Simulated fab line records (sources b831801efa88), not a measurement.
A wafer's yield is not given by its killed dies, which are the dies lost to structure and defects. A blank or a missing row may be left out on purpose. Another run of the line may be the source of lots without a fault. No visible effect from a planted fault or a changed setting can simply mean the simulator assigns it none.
Matching of chambers || flow gf180mcu || 3 sister chambers for GF_PASSIVATION_CVD_02 on pecvd-04
The step deposits Si3N4, target thk 700 nm, time 486.18 s. 14 wafers are shown with their chamber, then 7 later ones without.

== WAFERS PAIRED WITH THEIR CHAMBERS ==
{"wafer": "L883.3", "chamber": 2, "heater_power_outer_w (W)": 438, "heater_power_w (W)": 759}
{"wafer": "L883.5", "chamber": 1, "heater_power_outer_w (W)": 434, "heater_power_w (W)": 689}
{"wafer": "L883.6", "chamber": 2, "heater_power_outer_w (W)": 476, "heater_power_w (W)": 815}
{"wafer": "L884.3", "chamber": 0, "heater_power_outer_w (W)": 338, "heater_power_w (W)": 636}
{"wafer": "L884.4", "chamber": 1, "heater_power_outer_w (W)": 388, "heater_power_w (W)": 632}
{"wafer": "L884.5", "chamber": 0, "heater_power_outer_w (W)": 362, "heater_power_w (W)": 663}
{"wafer": "L886.1", "chamber": 1, "heater_power_outer_w (W)": 488, "heater_power_w (W)": 758}
{"wafer": "L886.5", "chamber": 1, "heater_power_outer_w (W)": 486, "heater_power_w (W)": 782}
{"wafer": "L886.6", "chamber": 2, "heater_power_outer_w (W)": 448, "heater_power_w (W)": 805}
{"wafer": "L896.1", "chamber": 2, "heater_power_outer_w (W)": 464, "heater_power_w (W)": 802}
{"wafer": "L896.3", "chamber": 0, "heater_power_outer_w (W)": 379, "heater_power_w (W)": 673}
{"wafer": "L896.4", "chamber": 2, "heater_power_outer_w (W)": 488, "heater_power_w (W)": 820}
{"wafer": "L901.2", "chamber": 1, "heater_power_outer_w (W)": 432, "heater_power_w (W)": 661}
{"wafer": "L901.3", "chamber": 0, "heater_power_outer_w (W)": 331, "heater_power_w (W)": 610}

SIGNATURES, as means of the wafers listed above
{"reading": "heater_power_outer_w", "chamber 0": 352.50, "chamber 1": 445.60, "chamber 2": 462.80, "scatter within a chamber": 30.4}
{"reading": "heater_power_w", "chamber 0": 645.50, "chamber 1": 704.40, "chamber 2": 800.20, "scatter within a chamber": 43.7}
Rule: for a wafer and a chamber, the distance is found by dividing, reading by reading, the gap between the wafer's reading and the chamber's mean by the reading's scatter, squaring, summing and taking the root. The wafer belongs to the nearest chamber; if the next one is less than 2 further off, it can't be placed. The scatter: the root of (the sum of the squares of (reading less its chamber's mean) over the shown wafers, divided by (wafers less chambers)).

== WAFERS MISSING THEIR CHAMBER ==
{"wafer": "L901.6", "heater_power_outer_w (W)": 471, "heater_power_w (W)": 826}
{"wafer": "L902.3", "heater_power_outer_w (W)": 362, "heater_power_w (W)": 640}
{"wafer": "L902.4", "heater_power_outer_w (W)": 374, "heater_power_w (W)": 626}
{"wafer": "L902.6", "heater_power_outer_w (W)": 420, "heater_power_w (W)": 714}
{"wafer": "L906.2", "heater_power_outer_w (W)": 464, "heater_power_w (W)": 764}
{"wafer": "L906.4", "heater_power_outer_w (W)": 410, "heater_power_w (W)": 699}
{"wafer": "L906.6", "heater_power_outer_w (W)": 473, "heater_power_w (W)": 810}

== THE CHAMBER EACH PASSED THROUGH ==
{"wafer": "L901.6", "from the rows above": 2, "in truth": 2}
{"wafer": "L902.3", "from the rows above": 0, "in truth": 0}
{"wafer": "L902.4", "from the rows above": 0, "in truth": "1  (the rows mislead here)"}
{"wafer": "L902.6", "from the rows above": "can't be placed: 1 or 2 or 0", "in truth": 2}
{"wafer": "L906.2", "from the rows above": "can't be placed: 2 or 1", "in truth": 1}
{"wafer": "L906.4", "from the rows above": "can't be placed: 1 or 0 or 2", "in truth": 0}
{"wafer": "L906.6", "from the rows above": 2, "in truth": 2}
Correct placement for 3 of the 7. Can't be placed from these rows: 3 (the true chamber is among the candidates in 3). Placed wrongly: 1.
